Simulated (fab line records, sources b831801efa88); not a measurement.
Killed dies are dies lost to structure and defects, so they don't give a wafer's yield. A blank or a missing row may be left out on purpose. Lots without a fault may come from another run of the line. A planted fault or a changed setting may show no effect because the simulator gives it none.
Tool commonality check | flow gf180mcu | 14 lots, 42 wafers sampled

WHY IT WAS OPENED
At GF_HV_LDD_THK_MEAS_55 the reading HV_LDD_CVD_54_THK is flagged on 2 of 14 lots. Wafers without a fault read 10.09 nm, standard deviation 0.15.
Rule: a lot is flagged when every wafer of it that has a number lies more than 4 standard deviations from that mean, or none has a number. The other lots count as sound.

lot  | measured     | on            | HV_LDD_CVD_54_THK (nm), wafer by wafer | flag
L740 | day 12 04:04 | film_metro-02 | 10.14 10.19 10.30                      |
L741 | day 12 12:12 | film_metro-02 | 9.95 9.98 10.00                        |
L742 | day 12 19:52 | film_metro-04 | 9.87 10.04 9.95                        |
L743 | day 13 05:31 | film_metro-02 | 9.95 9.95 9.99                         |
L744 | day 13 15:33 | film_metro-04 | 10.00 9.96 9.90                        |
L745 | day 13 18:10 | film_metro-03 | 10.04 10.11 10.04                      |
L751 | day 16 22:06 | film_metro-02 | 8.69 8.72 8.62                         | FLAGGED
L753 | day 17 00:36 | film_metro-03 | 8.73 8.76 8.67                         | FLAGGED
L756 | day 18 09:28 | film_metro-02 | 9.87 9.86 9.89                         |
L758 | day 18 15:17 | film_metro-03 | 10.08 10.04 9.99                       |
L759 | day 19 05:31 | film_metro-03 | 9.88 9.92 9.99                         |
L761 | day 19 14:02 | film_metro-03 | 10.01 9.95 9.87                        |
L762 | day 19 19:52 | film_metro-02 | 9.77 9.93 9.89                         |
L763 | day 20 03:04 | film_metro-03 | 10.10 10.07 10.12                      |
The numbers of the flagged lots are 8.70 nm on average: -1.39 nm against the usual, or -9 standard deviations.

WHICH TOOL RAN EACH LOT
The record holds 2 process steps before the reading, out of a route of 602 steps. In each cell: the tool, then ch and the chambers that the sampled wafers went through, then the start.
lot  | flag    | GF_POLY_GATE_STRIP_14                | GF_HV_LDD_CVD_54
L740 |         | plasma_asher-03 ch 0,1, day 9 00:29  | lpcvd-02 ch 0, day 12 03:02
L741 |         | plasma_asher-02 ch 0,1, day 9 07:32  | lpcvd-02 ch 0, day 12 11:11
L742 |         | plasma_asher-02 ch 0,1, day 9 14:40  | lpcvd-01 ch 1, day 12 18:50
L743 |         | plasma_asher-02 ch 0,1, day 9 20:09  | lpcvd-02 ch 0, day 13 04:29
L744 |         | plasma_asher-03 ch 0,1, day 10 06:36 | lpcvd-02 ch 1, day 13 14:32
L745 |         | plasma_asher-04 ch 0,1, day 10 10:02 | lpcvd-01 ch 1, day 13 17:07
L751 | FLAGGED | plasma_asher-04 ch 0,1, day 13 04:36 | lpcvd-01 ch 0, day 16 21:04
L753 | FLAGGED | plasma_asher-04 ch 0, day 13 06:32   | lpcvd-01 ch 0, day 16 23:35
L756 |         | plasma_asher-02 ch 0,1, day 14 11:20 | lpcvd-02 ch 1, day 18 08:27
L758 |         | plasma_asher-04 ch 0,1, day 14 16:42 | lpcvd-02 ch 0, day 18 14:16
L759 |         | plasma_asher-04 ch 0,1, day 15 06:21 | lpcvd-02 ch 1, day 19 04:29
L761 |         | plasma_asher-02 ch 0, day 15 12:38   | lpcvd-01 ch 1, day 19 13:01
L762 |         | plasma_asher-04 ch 0,1, day 15 18:20 | lpcvd-01 ch 1, day 19 18:50
L763 |         | plasma_asher-02 ch 0,1, day 16 00:25 | lpcvd-02 ch 0, day 20 02:01
What these steps do:
- GF_POLY_GATE_STRIP_14: strips in O2/N2.
- GF_HV_LDD_CVD_54: deposits SiO2 from TEOS, target thk 10 nm, time 75 s.
- GF_HV_LDD_THK_MEAS_55

FLAGGED OVER TOTAL, TOOL BY TOOL (the gauges that took the reading come last)
step                  | tool            | lots run | flagged | share of the flagged lots | sound lots run after its first flagged lot
GF_POLY_GATE_STRIP_14 | plasma_asher-02 | 6        | 0       | none                      | -
GF_POLY_GATE_STRIP_14 | plasma_asher-03 | 2        | 0       | none                      | -
GF_POLY_GATE_STRIP_14 | plasma_asher-04 | 6        | 2       | all                       | 3 (L758,L759,L762)
GF_HV_LDD_CVD_54      | lpcvd-01        | 6        | 2       | all                       | 2 (L761,L762)
GF_HV_LDD_CVD_54      | lpcvd-02        | 8        | 0       | none                      | -
GF_HV_LDD_THK_MEAS_55 | film_metro-02   | 6        | 1       | some                      | 2 (L756,L762)
GF_HV_LDD_THK_MEAS_55 | film_metro-03   | 6        | 1       | some                      | 4 (L758,L759,L761,L763)
GF_HV_LDD_THK_MEAS_55 | film_metro-04   | 2        | 0       | none                      | -

WHAT THE TABLE ALLOWS
2 rows of the table ran every flagged lot: plasma_asher-04 at GF_POLY_GATE_STRIP_14, lpcvd-01 at GF_HV_LDD_CVD_54.
- plasma_asher-04 at GF_POLY_GATE_STRIP_14: 2 of its 6 lots flagged. Sound lots ran on it after the first flagged one (L758, L759, L762), which a lasting fault on the whole tool wouldn't allow.
- lpcvd-01 at GF_HV_LDD_CVD_54: 2 of its 6 lots flagged. Sound lots ran on it after the first flagged one (L761, L762), which a lasting fault on the whole tool wouldn't allow.
No row of the table ran every flagged lot and no sound lot after the first.

WHAT THE SIMULATOR HAD PUT IN
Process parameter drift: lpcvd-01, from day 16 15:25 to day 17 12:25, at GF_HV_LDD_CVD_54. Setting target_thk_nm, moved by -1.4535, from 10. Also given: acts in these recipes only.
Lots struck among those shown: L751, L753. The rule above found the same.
